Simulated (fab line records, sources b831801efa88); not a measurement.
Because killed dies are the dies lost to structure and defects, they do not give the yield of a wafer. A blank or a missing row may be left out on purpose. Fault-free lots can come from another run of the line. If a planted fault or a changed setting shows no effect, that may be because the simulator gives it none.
Commonality check across tools | flow sky130 | 12 lots, 36 wafers sampled

== THE REASON FOR OPENING IT ==
SKY_SD_N_RS_MEAS_16, reading SD_N_RS: flagged on 2 of 12 lots. Wafers without a fault read 68.62 ohm/sq, standard deviation 0.11.
Rule: a lot is flagged in two cases, either no wafer of it has a number, or all its wafers with numbers fall more than 4 standard deviations from that mean. As for the other lots, they are considered sound.

lot  | measured     | on            | SD_N_RS (ohm/sq), wafer by wafer | flag
L254 | day 27 22:50 | film-metro-01 | 68.54 68.50 68.56                |
L255 | day 28 05:44 | film-metro-02 | 68.53 68.53 68.50                |
L256 | day 28 20:20 | film-metro-02 | 68.67 68.57 68.63                |
L257 | day 28 20:59 | film-metro-01 | 68.61 68.57 68.67                |
L258 | day 29 08:22 | film-metro-01 | 68.57 68.77 68.72                |
L259 | day 29 13:05 | film-metro-01 | 68.62 68.64 68.60                |
L262 | day 30 23:04 | film-metro-01 | 68.71 68.72 68.73                |
L267 | day 32 15:23 | film-metro-01 | 66.91 66.88 66.77                | FLAGGED
L269 | day 33 04:28 | film-metro-02 | 66.70 66.81 66.77                | FLAGGED
L272 | day 34 05:41 | film-metro-01 | 68.78 68.77 68.65                |
L274 | day 34 11:58 | film-metro-01 | 68.69 68.79 68.44                |
L276 | day 35 02:47 | film-metro-01 | 68.57 68.56 68.58                |
The mean of the flagged lots' numbers is 66.81 ohm/sq, -1.81 ohm/sq from the usual (-16 standard deviations).

== WHICH TOOL RAN EACH LOT ==
The record keeps 1 process step preceding the reading, out of 708 steps on the route. Cell contents, in order: the tool; ch with the chambers the sampled wafers went through; the start.
lot  | flag    | SKY_SD_N_RTA_14
L254 |         | rtp-anneal-02 ch 0, day 27 22:40
L255 |         | rtp-anneal-01 ch 0, day 28 05:34
L256 |         | rtp-anneal-02 ch 0, day 28 20:10
L257 |         | rtp-anneal-01 ch 0, day 28 20:49
L258 |         | rtp-anneal-02 ch 0, day 29 08:12
L259 |         | rtp-anneal-01 ch 0, day 29 12:51
L262 |         | rtp-anneal-02 ch 0, day 30 22:54
L267 | FLAGGED | rtp-anneal-01 ch 0, day 32 15:13
L269 | FLAGGED | rtp-anneal-01 ch 0, day 33 04:18
L272 |         | rtp-anneal-02 ch 0, day 34 05:31
L274 |         | rtp-anneal-02 ch 0, day 34 11:48
L276 |         | rtp-anneal-02 ch 0, day 35 02:37
These steps, and what they do:
- SKY_SD_N_RTA_14: time 2 s.
- SKY_SD_N_RS_MEAS_16: measures by four-point-probe.

== FLAGGED OVER TOTAL, TOOL BY TOOL (the gauges that took the reading come last) ==
step                | tool          | lots run | flagged | share of the flagged lots | sound lots run after its first flagged lot
SKY_SD_N_RTA_14     | rtp-anneal-01 | 5        | 2       | all                       | 0
SKY_SD_N_RTA_14     | rtp-anneal-02 | 7        | 0       | none                      | -
SKY_SD_N_RS_MEAS_16 | film-metro-01 | 9        | 1       | some                      | 3 (L272,L274,L276)
SKY_SD_N_RS_MEAS_16 | film-metro-02 | 3        | 1       | some                      | 0

== WHAT IS ALLOWED BY THE TABLE ==
In the table, 1 row covers all flagged lots: rtp-anneal-01 at SKY_SD_N_RTA_14.
- rtp-anneal-01 at SKY_SD_N_RTA_14: 2 of its 5 lots flagged. It ran its last sound lot, L259, at day 29 12:51 and its first flagged lot, L267, at day 32 15:13: a fault with its onset between the two fits. Its own readings lie more than 4 standard deviations out on every wafer of the flagged lots: wafer_temp_C_max.
One tool is left: rtp-anneal-01 at SKY_SD_N_RTA_14.

== WHAT HAD BEEN PUT IN BY THE SIMULATOR ==
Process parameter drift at SKY_SD_N_RTA_14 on rtp-anneal-01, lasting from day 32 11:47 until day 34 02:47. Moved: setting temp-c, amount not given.
Shown lots that were struck: L267, L269. The rule above found the same.
